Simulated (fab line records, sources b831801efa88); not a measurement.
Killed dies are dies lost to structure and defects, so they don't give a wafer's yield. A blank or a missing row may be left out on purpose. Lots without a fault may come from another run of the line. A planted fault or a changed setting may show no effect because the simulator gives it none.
Problem report in the 8D (eight disciplines) form, filled by code | flow gf180mcu | the parts of the form that need people (team, actions taken, sign-off) are left out

1. THE PROBLEM
M1_ALCU_RS at GF_M1_RS_MEAS_05 reads a mean of 0.0666 ohm/sq on 1 wafer of 1 lot; wafers without a fault read 0.0697 ohm/sq with a standard deviation of 0.00068. That is -4.6 standard deviations from the usual mean.
The step: measures by four-point-probe.
First seen on wafer L481.1, day 20 09:04, on film_metro-03. The record holds 15 wafers of 5 lots with a number at this step. Rule for "out", or "out of limits": more than 4 standard deviations from the usual mean. The other wafers with a number count as sound.

2. WHAT IT IS AND WHAT IT IS NOT
question                    | is                | is not
which readings at this step | M1_ALCU_RS        | -
which lots                  | L481              | L471, L477, L487, L489
which wafers of those lots  | L481.1            | L481.3, L481.4
read on which gauges        | film_metro-03     | film_metro-01
when                        | from day 20 09:04 | up to then (8 sound wafers); but 6 sound wafers of L487, L489 came after

3. SUSPECTS, AND WHAT RULES EACH OUT
Counting: a tool at a process step up to the reading stays a suspect if it ran every lot that is out. Sound lots after the first of them don't rule it out here, since some wafers of a struck lot are sound.
- the gauge at GF_M1_RS_MEAS_05: kept. All the wafers that are out were read on film_metro-03, and no step on other tools shows them out.
- plasma_asher-01 at GF_CONTACT_STRIP_18 (strips in O2/N2): kept. It ran the lot that is out, L481 (day 20 07:52).
- pvd_sputter-03 at GF_CONTACT_SPUTTER_22 (material Ti, target thk 15 nm, time 80.02 s): kept. It ran the lot that is out, L481 (day 20 08:10); its last sound lot up to then is L477 (day 19 00:16).
- cvd_w-01 at GF_CONTACT_CVD_24 (deposits W, target thk 300 nm, time 90.339 s): kept. It ran the lot that is out, L481 (day 20 08:16); its last sound lot up to then is L471 (day 16 18:37).
- pvd_sputter-02 at GF_M1_SPUTTER_01 (material TiN, target thk 30 nm, time 25 s): kept. It ran the lot that is out, L481 (day 20 08:56); its last sound lot up to then is L471 (day 16 19:15).
- pvd_sputter-02 at GF_M1_SPUTTER_02 (material AlCu, target thk 450 nm, time 23.9 s): kept. It ran the lot that is out, L481 (day 20 08:58); its last sound lot up to then is L471 (day 16 19:17).
- pvd_sputter-02 at GF_M1_SPUTTER_03 (material Ti, target thk 10 nm, time 6.7 s): kept. It ran the lot that is out, L481 (day 20 09:00); its last sound lot up to then is L471 (day 16 19:19).
Left after counting: plasma_asher-01 at GF_CONTACT_STRIP_18, pvd_sputter-03 at GF_CONTACT_SPUTTER_22, cvd_w-01 at GF_CONTACT_CVD_24, pvd_sputter-02 at GF_M1_SPUTTER_01, pvd_sputter-02 at GF_M1_SPUTTER_02, pvd_sputter-02 at GF_M1_SPUTTER_03, film_metro-03 at GF_M1_RS_MEAS_05.

4. THE CAUSE (what the simulator had put in)
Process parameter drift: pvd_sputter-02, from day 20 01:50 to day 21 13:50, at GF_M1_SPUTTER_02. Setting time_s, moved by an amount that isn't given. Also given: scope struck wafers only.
Counting left 7 suspects, and this tool is among them.

5. THE CHAIN OF EFFECTS, in route order
Each row: a reading whose mean over the struck wafers that have a number lies more than 3 standard deviations from the usual. Only readings for which the record gives a usual standard deviation are gone through. hours: the time from each lot's start at the first step in this table that gives one to its start at this step, as a median over the lots. sigmas: the change in usual standard deviations.
hours | step                | reading            | usual         | on struck wafers | change  | sigmas
0     | GF_M1_RS_MEAS_05    | M1_ALCU_RS         | 0.0697 ohm/sq | 0.0666           | -0.0031 | -4.6
0     | GF_M1_THK_MEAS_06   | M1_ALCU_THK        | 440 nm        | 459              | +19     | +3.7
24    | GF_M1_METAL_ETCH_16 | oes_product_au     | 0.971 a.u.    | 0.989            | +0.018  | +3.3
24    | GF_M1_METAL_ETCH_16 | throttle_valve_pct | 28.250 %      | 28.217           | -0.033  | -3.0
The process steps in it:
- GF_M1_METAL_ETCH_16: etches the open film in Cl2/BCl3, stops on SiO2, target depth 627.5 nm, time 104.6 s.
Later measuring or inspecting steps at which every struck wafer that the step has a row for has a number for every such reading, and none has moved that far: GF_M1_CD_MEAS_14, GF_M1_OVL_MEAS_15.

6. WHAT WOULD HAVE CAUGHT IT SOONER
In this record the first reading out of limits at a measuring or inspecting step was taken at day 20 09:04, 7 hours after the fault began at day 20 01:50.
Of the tool readings at GF_M1_SPUTTER_02 for which the record gives a usual standard deviation, none was out on any struck wafer, so an alarm limit of 4 standard deviations on them would not have fired.
All the lots that are out (1) had begun GF_M1_SPUTTER_02 on pvd_sputter-02 by day 20 09:04. A hold on the tool at that time would have spared none of them.
